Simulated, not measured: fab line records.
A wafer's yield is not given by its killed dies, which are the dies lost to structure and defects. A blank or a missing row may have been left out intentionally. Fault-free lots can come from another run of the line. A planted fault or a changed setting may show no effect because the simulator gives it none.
Problem report in the 8D (eight disciplines) form, filled by code / flow gf180mcu / the parts of the form that need people (team, actions taken, sign-off) are left out

== 1. THE PROBLEM ==
Mean of cd-nm at GF_M5_CD_MEAS_07: 261.9 nm across 6 wafers in 2 lots; on wafers with no fault it is 280.0 nm (standard deviation 1.2). Measured from the usual mean, that is -15 standard deviations.
The step: target cd 280 nm.
Earliest sighting: wafer L362.1 on cd-sem-02 at day 31 05:14. The record holds 36 wafers of 12 lots with a number at this step. The rule behind "out" and "out of limits": a value lying over 4 standard deviations away from the usual mean. The rest of the wafers with a number are treated as sound.

== 2. WHAT IT IS, WHAT IT ISN'T ==
question=which readings at this step | is=cd-nm | is not=-
question=which lots | is=L362, L363 | is not=L346, L348, L349, L351, L352, L353, L355, L365, L366, L367
question=which wafers of those lots | is=all that have a number | is not=-
question=read on which gauges | is=cd-sem-02 | is not=cd-sem-01
question=when | is=from day 31 05:14 | is not=up to then (21 sound wafers); but 9 sound wafers of L365, L366, L367 came after

== 3. SUSPECTS, AND WHAT RULES EACH OUT ==
Counting: a tool at a process step up to the reading stays a suspect if it ran every lot that is out and no sound lot after the first of them.
- the gauge at GF_M5_CD_MEAS_07: ruled out. All the wafers that are out were read on cd-sem-02, but those of them that GF_M5_PEB_05 has rows for are out there too, on other tools.
- pecvd-04 at GF_V4_CVD_02 (deposits SiO2 from TEOS, target thk 850 nm, time 94.851 s): ruled out as a lasting fault. The sound lots L366 went through it after L362, its earliest lot that is out (day 28 19:19).
- rie-metal-03 at GF_MIM_METAL_ETCH_19 (etches the open film in Cl2/BCl3, stops on Si3N4, target depth 324.5 nm, time 54.1 s): ruled out as a lasting fault. The sound lots L367 went through it after L362, its earliest lot that is out (day 30 10:53).
- litho-track-04 at GF_M5_PEB_05 (peb time 90 s): kept. All lots that are out passed through it, beginning with L362 at day 31 04:53, and no sound lot followed; its final sound lot before that point was L353 at day 28 18:28. On those wafers its own readings are out: heater-power-total-W, plate-temp-C.
Left after counting: litho-track-04 at GF_M5_PEB_05.

== 4. THE CAUSE (what the simulator had put in) ==
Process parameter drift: litho-track-04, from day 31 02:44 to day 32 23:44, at GF_M5_PEB_05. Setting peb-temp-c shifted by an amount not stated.
After counting, this tool was the only one left.

== 5. SEQUENCE OF EFFECTS, ordered by route ==
Each row: a reading whose mean over the struck wafers that have a number lies more than 3 standard deviations from the usual. Readings are gone through only where the record gives a usual standard deviation; hours: the median, over the lots, of the time from a lot's start at the first step in this table giving one to that lot's start at this step; sigmas: the change measured in usual standard deviations.
hours=0; step=GF_M5_PEB_05; reading=heater-power-total-W; usual=85.70 W; on struck wafers=94.34; change=+8.64; sigmas=+99 or more
hours=0; step=GF_M5_PEB_05; reading=plate-temp-C; usual=134.97 C; on struck wafers=145.26; change=+10.29; sigmas=+79
hours=0; step=GF_M5_CD_MEAS_07; reading=cd-nm; usual=280.0 nm; on struck wafers=261.9; change=-18.1; sigmas=-15
The process steps in it:
- GF_M5_PEB_05: peb time 90 s.

== 6. WHAT WOULD HAVE CAUGHT IT SOONER ==
Counted from the fault's start at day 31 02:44, it took 2 hours until the first out-of-limits reading at a measuring or inspecting step in this record, taken at day 31 05:14.
The tool's own readings at GF_M5_PEB_05 were out on every struck wafer that the step has a row for (heater-power-total-W, plate-temp-C): an alarm limit on them would have fired on the first of those.
Lots out: 2; of these, L363 started GF_M5_PEB_05 on litho-track-04 after day 31 05:14. Holding the tool at that time would have saved it.
